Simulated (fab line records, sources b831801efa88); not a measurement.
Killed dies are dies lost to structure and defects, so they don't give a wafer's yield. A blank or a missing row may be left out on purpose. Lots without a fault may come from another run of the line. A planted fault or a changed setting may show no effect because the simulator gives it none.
fab line records | flow sky130
record lots=6 wafers=18 last_day=50
route steps=708 shown LDD_N@237 PAD_OPEN@708
lots that met no fault: from a run of the same line without faults
start_h: hours from the record's first day to the start of the lot's first wafer shown | wait_h: hours since the lot's step before | " the same as in the row above | L1.1+2: a row that stands for several wafers | - no value, or no start given | * or withheld: withheld | < > ~ a bound
route shown NAME@n: a module of which the file shows steps, and the number in the route of the first | usual: mean/standard deviation of fault-free wafers | same: alike in all rows | chamber/n: place in a boat | sites: the reading at each site | _std_site: their standard deviation | _edge_site: outer sites' mean less inner sites' | radius_mm: how far each site lies from the wafer's centre | mask NAME#n: copy n | behind: the tool/chamber that last shaped the wafer | hold: why the lot was held/for how many hours/how that ended | device: the transistor (n, p or np) that didn't switch | end of line: the same wafers' tests at the end of the route | a step without rows: its recipe alone | killed: dies lost to structure and defects at the first sort, not the wafer's yield | map: a wafer's dies, x killed, . not, _ none there
set.NAME: the setting as run; set.NAME@STEP: as run at that earlier step | model.NAME: the simulator's own value behind a step, which no gauge read
lots at some steps of the route; a table a step, a row a wafer
services: from which hour (start_h, from the record's first day; less than 0 if before it) a tool's chamber was out of use, for how many hours, and why
## steps
# step SKY_LDD_N_DEHYDRATE_00
# recipe temp_c=200 time_s=60
# step SKY_LDD_N_HMDS_01
# recipe prime_time_s=60 prime_temp_c=120
# step SKY_LDD_N_COAT_02
# recipe resist=NOVOLAK spin_rpm=3000 resist_thk_nm=300
# step SKY_LDD_N_SOFTBAKE_03
# recipe temp_c=90 time_s=60 resist=NOVOLAK
# step SKY_LDD_N_EXPOSE_04
# recipe mask_id=NTM target_cd_nm=840 na=0.6 source_shape=conventional sigma_outer=0.6 dose_mj=110
# step SKY_LDD_N_PEB_05
# recipe temp_c=withheld time_s=* resist=NOVOLAK
# step SKY_LDD_N_DEVELOP_06
# recipe develop_time_s=60 dev_temp_c=23
# step SKY_LDD_N_OVL_MEAS_07
# usual LDD_N_OVL=0.2/1.8
# columns lot.wafer tool chamber start_h wait_h LDD_N_OVL[nm]
L294.2 overlay-02 - 413.58 0.1 -0.6
L294.3 " - " " -2.4
L294.6 " - " " 0.1
L305.2 overlay-01 - 517.70 0.1 2.4
L305.4 " - " " 1.6
L305.5 " - " " -1.1
L306.2 overlay-01 - 525.88 0.1 1.8
L306.3 " - " " 0.9
L306.6 " - " " 1.5
L309.2 overlay-02 - 546.50 0.1 0.5
L309.4 " - " " -0.5
L309.5 " - " " -1.2
L314.1 overlay-02 - 585.07 0.1 -0.8
L314.5 " - " " -0.7
L314.6 " - " " -0.3
L315.1 overlay-01 - 594.00 0.1 0.5
L315.5 " - " " 1.2
L315.6 " - " " -1.6
# step SKY_LDD_N_IMPLANT_08
# recipe species=As energy_kev=20 dose_cm2=7.5e+13 tilt_deg=withheld rotation_deg=23
# step SKY_LDD_N_IMPLANT_09
# recipe species=As energy_kev=20 dose_cm2=7.5e+13 tilt_deg=withheld rotation_deg=113
# step SKY_LDD_N_IMPLANT_10
# recipe species=As energy_kev=20 dose_cm2=7.5e+13 tilt_deg=withheld rotation_deg=203
# step SKY_LDD_N_IMPLANT_11
# recipe species=As energy_kev=20 dose_cm2=7.5e+13 tilt_deg=withheld rotation_deg=293
# step SKY_LDD_N_IMPLANT_12
# recipe species=BF2 energy_kev=50 dose_cm2=5e+12 tilt_deg=30 rotation_deg=0
# usual beam_energy_keV=50.000/0.014 beam_on_s=10.00/0.19
# columns lot.wafer tool chamber start_h wait_h beam_energy_keV beam_on_s model.implant.rp_nm model.implant.drp_nm
L294.2 implanter-02 0 414.23 0.1 49.989 9.93 33.11 18.83
L294.3 " 0 " " 49.989 9.84 33.11 18.83
L294.6 " 0 " " 49.976 10.04 33.11 18.83
L305.2 implanter-01 0 518.36 0.1 35.260 10.22 24.81 14.7
L305.4 " 0 " " 35.261 10.05 24.81 14.7
L305.5 " 0 " " 35.283 9.67 24.81 14.7
L306.2 implanter-01 0 526.53 0.1 35.252 9.99 24.58 14.7
L306.3 " 0 " " 35.240 9.69 24.58 14.7
L306.6 " 0 " " 35.263 9.99 24.58 14.7
L309.2 implanter-02 0 549.27 2.2 49.996 9.99 32.22 18.83
L309.4 " 0 " " 50.000 9.72 32.22 18.83
L309.5 " 0 " " 50.005 10.16 32.22 18.83
L314.1 implanter-02 0 585.71 0.1 49.989 9.86 32.94 18.83
L314.5 " 0 " " 49.982 9.46 32.94 18.83
L314.6 " 0 " " 49.997 9.95 32.94 18.83
L315.1 implanter-01 0 594.63 0.1 50.006 10.14 31.46 18.83
L315.5 " 0 " " 50.012 10.03 31.46 18.83
L315.6 " 0 " " 49.996 10.21 31.46 18.83
# step SKY_LDD_N_IMPLANT_13
# recipe species=BF2 energy_kev=50 dose_cm2=5e+12 tilt_deg=30 rotation_deg=90
# step SKY_PAD_OPEN_PROBE_99
# usual killed_at_M0_to_M3=41/6.2 killed_at_M4_up=3.0/1.7 killed_at_contacts=25/5.8 killed_at_front_end=16/4.5 killed_at_other=0.2/0.42 killed_dies=85/8.4 killed_open=46/5.9 killed_short=39/6.3
# same gross_dies=492 killed_at_back_side=0
# columns lot.wafer tool chamber start_h wait_h killed_at_M0_to_M3 killed_at_M4_up killed_at_contacts killed_at_front_end killed_at_other killed_dies killed_open killed_short model.etest.nfet_01v8_lvt.vt_sat_v model.etest.nfet_01v8.vt_sat_v model.etest.nfet_01v8_lvt.vt_v
L294.2 prober-01 - 1088.71 0.1 43 2 36 12 0 93 47 46 0.5278 0.6495 0.6112
L294.3 prober-01 - 1088.76 0.2 45 2 26 15 0 88 46 42 0.5464 0.6568 0.6196
L294.6 prober-01 - 1088.91 0.2 36 5 32 10 0 83 48 34 0.5401 0.6573 0.6189
L305.2 prober-02 - 1152.16 0.1 34 3 34 21 1 93 47 43 0.5123 0.6344 0.6102
L305.4 prober-02 - 1152.26 0.2 38 2 31 21 1 93 56 35 0.506 0.6336 0.5997
L305.5 prober-02 - 1152.31 0.2 39 3 24 13 1 80 42 38 0.5019 0.6278 0.5992
L306.2 prober-01 - 1159.91 0.1 38 2 20 14 0 74 45 28 0.5152 0.6339 0.5987
L306.3 prober-01 - 1159.96 0.2 32 5 32 18 1 88 52 35 0.5141 0.6358 0.6058
L306.6 prober-01 - 1160.11 0.2 51 1 28 14 0 94 48 46 0.5108 0.6243 0.6021
L309.2 prober-02 - 1172.11 0.1 37 4 31 10 0 82 51 31 0.5436 0.6504 0.6151
L309.4 prober-02 - 1172.21 0.2 42 2 18 14 0 76 39 37 0.5389 0.6555 0.6145
L309.5 prober-02 - 1172.26 0.2 42 5 22 16 0 85 49 35 0.5439 0.657 0.615
L314.1 prober-01 - 1191.57 0.1 33 4 27 19 0 83 43 40 0.5355 0.6505 0.6082
L314.5 prober-01 - 1191.77 0.2 34 2 22 21 0 79 43 36 0.5388 0.6507 0.6072
L314.6 prober-01 - 1191.82 0.2 43 1 23 13 1 81 39 41 0.5356 0.6446 0.6071
L315.1 prober-02 - 1197.34 0.1 51 1 29 11 0 92 41 51 0.5255 0.648 0.6104
L315.5 prober-02 - 1197.54 0.2 39 3 23 21 0 86 43 42 0.514 0.636 0.611
L315.6 prober-02 - 1197.59 0.2 46 2 29 16 1 94 50 42 0.5255 0.6471 0.6199
# killed by level:class
L294.2 CONTACT:geometric_particle:open=14 VIA1:geometric_particle:open=13 CONTACT:geometric_particle:short=8 LOCAL_INTERCONNECT:geometric_particle:short=7 METAL2:geometric_particle:short=7 LI_CONTACT:geometric_particle:open=5 VIA1:geometric_particle:short=5 VIA2:geometric_particle:open=5
L294.3 CONTACT:geometric_particle:open=15 VIA1:geometric_particle:open=12 METAL1:geometric_particle:short=7 FIELD_ISO:geometric_particle:open=6 LOCAL_INTERCONNECT:geometric_particle:short=6 METAL3:geometric_particle:short=6 VIA1:geometric_particle:short=4 METAL2:geometric_particle:short=4
L294.6 LI_CONTACT:geometric_particle:open=12 VIA1:geometric_particle:open=11 LOCAL_INTERCONNECT:geometric_particle:short=7 CONTACT:geometric_particle:short=7 CONTACT:geometric_particle:open=6 VIA2:geometric_particle:open=6 VIA3:geometric_particle:open=5 POLY_GATE:geometric_particle:short=4
L305.2 LI_CONTACT:geometric_particle:open=11 CONTACT:geometric_particle:open=8 METAL2:geometric_particle:short=7 VIA1:geometric_particle:open=7 FIELD_ISO:geometric_particle:short=6 LI_CONTACT:geometric_particle:short=6 CONTACT:geometric_particle:short=5 VIA2:geometric_particle:open=5
L305.4 CONTACT:geometric_particle:open=15 VIA1:geometric_particle:open=12 VIA2:geometric_particle:open=9 LI_CONTACT:geometric_particle:open=8 FIELD_ISO:geometric_particle:short=5 FIELD_ISO:geometric_particle:open=4 METAL2:geometric_particle:short=4 POLY_GATE:geometric_particle:open=3
L305.5 CONTACT:geometric_particle:open=9 VIA3:geometric_particle:open=7 LI_CONTACT:geometric_particle:open=7 VIA1:geometric_particle:short=6 METAL2:geometric_particle:short=6 VIA1:geometric_particle:open=5 CONTACT:geometric_particle:short=4 VIA2:geometric_particle:open=4
L306.2 VIA1:geometric_particle:open=8 LI_CONTACT:geometric_particle:open=7 CONTACT:geometric_particle:open=7 VIA3:geometric_particle:open=6 VIA2:geometric_particle:open=5 FIELD_ISO:geometric_particle:open=4 FIELD_ISO:geometric_particle:short=4 METAL1:geometric_particle:short=4
L306.3 CONTACT:geometric_particle:open=12 LI_CONTACT:geometric_particle:open=9 VIA1:geometric_particle:open=7 VIA3:geometric_particle:open=6 CONTACT:geometric_particle:short=5 METAL1:geometric_particle:short=5 METAL4:geometric_particle:short=5 POLY_GATE:geometric_particle:short=4
L306.6 LI_CONTACT:geometric_particle:open=12 VIA1:geometric_particle:open=10 METAL2:geometric_particle:short=8 METAL3:geometric_particle:short=8 CONTACT:geometric_particle:open=7 METAL1:geometric_particle:short=6 LOCAL_INTERCONNECT:geometric_particle:short=5 VIA1:geometric_particle:short=5
L309.2 CONTACT:geometric_particle:open=13 VIA1:geometric_particle:open=10 LI_CONTACT:geometric_particle:open=7 VIA2:geometric_particle:open=5 VIA1:geometric_particle:short=5 VIA3:geometric_particle:open=5 LOCAL_INTERCONNECT:geometric_particle:short=4 CONTACT:geometric_particle:short=4
L309.4 VIA2:geometric_particle:open=10 CONTACT:geometric_particle:open=7 CONTACT:geometric_particle:short=5 VIA1:geometric_particle:short=5 VIA3:geometric_particle:short=5 VIA3:geometric_particle:open=5 POLY_GATE:geometric_particle:short=4 VIA1:geometric_particle:open=4
L309.5 VIA1:geometric_particle:open=11 CONTACT:geometric_particle:open=7 METAL2:geometric_particle:short=7 LI_CONTACT:geometric_particle:open=6 FIELD_ISO:geometric_particle:open=5 VIA2:geometric_particle:open=5 POLY_GATE:geometric_particle:open=4 CONTACT:geometric_particle:short=4
L314.1 LI_CONTACT:geometric_particle:open=8 CONTACT:geometric_particle:open=7 VIA1:geometric_particle:open=7 FIELD_ISO:geometric_particle:short=6 FIELD_ISO:geometric_particle:open=5 LOCAL_INTERCONNECT:geometric_particle:short=5 METAL2:geometric_particle:short=5 VIA2:geometric_particle:short=5
L314.5 CONTACT:geometric_particle:open=12 FIELD_ISO:geometric_particle:open=7 VIA2:geometric_particle:open=7 FIELD_ISO:geometric_particle:short=6 VIA1:geometric_particle:open=6 CONTACT:geometric_particle:short=5 VIA1:geometric_particle:short=5 VIA3:geometric_particle:open=5
L314.6 CONTACT:geometric_particle:open=11 VIA1:geometric_particle:open=10 METAL1:geometric_particle:short=9 LI_CONTACT:geometric_particle:open=5 VIA3:geometric_particle:open=5 FIELD_ISO:geometric_particle:short=4 POLY_GATE:geometric_particle:short=4 VIA3:geometric_particle:short=4
L315.1 CONTACT:geometric_particle:open=10 METAL2:geometric_particle:short=9 VIA3:geometric_particle:open=9 FIELD_ISO:geometric_particle:short=7 METAL1:geometric_particle:short=7 VIA1:geometric_particle:open=7 CONTACT:geometric_particle:short=6 LI_CONTACT:geometric_particle:open=5
L315.5 CONTACT:geometric_particle:open=8 METAL1:geometric_particle:short=7 VIA1:geometric_particle:open=7 FIELD_ISO:geometric_particle:short=6 FIELD_ISO:geometric_particle:open=5 LOCAL_INTERCONNECT:geometric_particle:short=5 POLY_GATE:geometric_particle:open=5 LI_CONTACT:geometric_particle:open=5
L315.6 CONTACT:geometric_particle:open=12 VIA1:geometric_particle:open=11 LI_CONTACT:geometric_particle:short=6 VIA2:geometric_particle:open=6 FIELD_ISO:geometric_particle:short=5 POLY_GATE:geometric_particle:open=5 LOCAL_INTERCONNECT:geometric_particle:short=5 VIA3:geometric_particle:open=5
## services
# columns tool chamber start_h hours kind
implanter-01 - 418.16 6.7 repair
implanter-02 - 459.08 4.2 pm
implanter-02 - 470.16 1.2 repair
implanter-01 - 493.97 1.6 repair
implanter-02 - 552.35 4.2 repair
implanter-01 - 586.31 3.4 pm
implanter-02 - 586.41 3.4 repair
## key
first_sign step=SKY_LDD_N_IMPLANT_12 reading=beam_energy_keV direction=down sigmas=99+ usual=* struck=*
effect none on later readings
model_effect step=SKY_LDD_N_IMPLANT_12 value=implant.rp_nm without=33.52 struck=24.7
model_effect step=SKY_PAD_OPEN_PROBE_99 value=etest.nfet_01v8_lvt.vt_sat_v without=0.5401 struck=0.5101
met_at SKY_LDD_N_IMPLANT_12
struck_wafers L305.2,L305.4,L305.5,L306.2,L306.3,L306.6
tester_left_out L305,L306
fault kind=process_parameter_drift tool=implanter-01 chamber=- onset_h=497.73 steps=SKY_LDD_N_IMPLANT_12 channel=energy_kev offset=* shape=step end_h=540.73 acts_in=* stated=*
# tester_left_out: of these lots the tester's yield and bins aren't shown, on N5 and GAA mostly nor the transistor test; their killed dies are dies lost to structure and defects alone, not to doping, threshold or leakage, so they don't give the yield
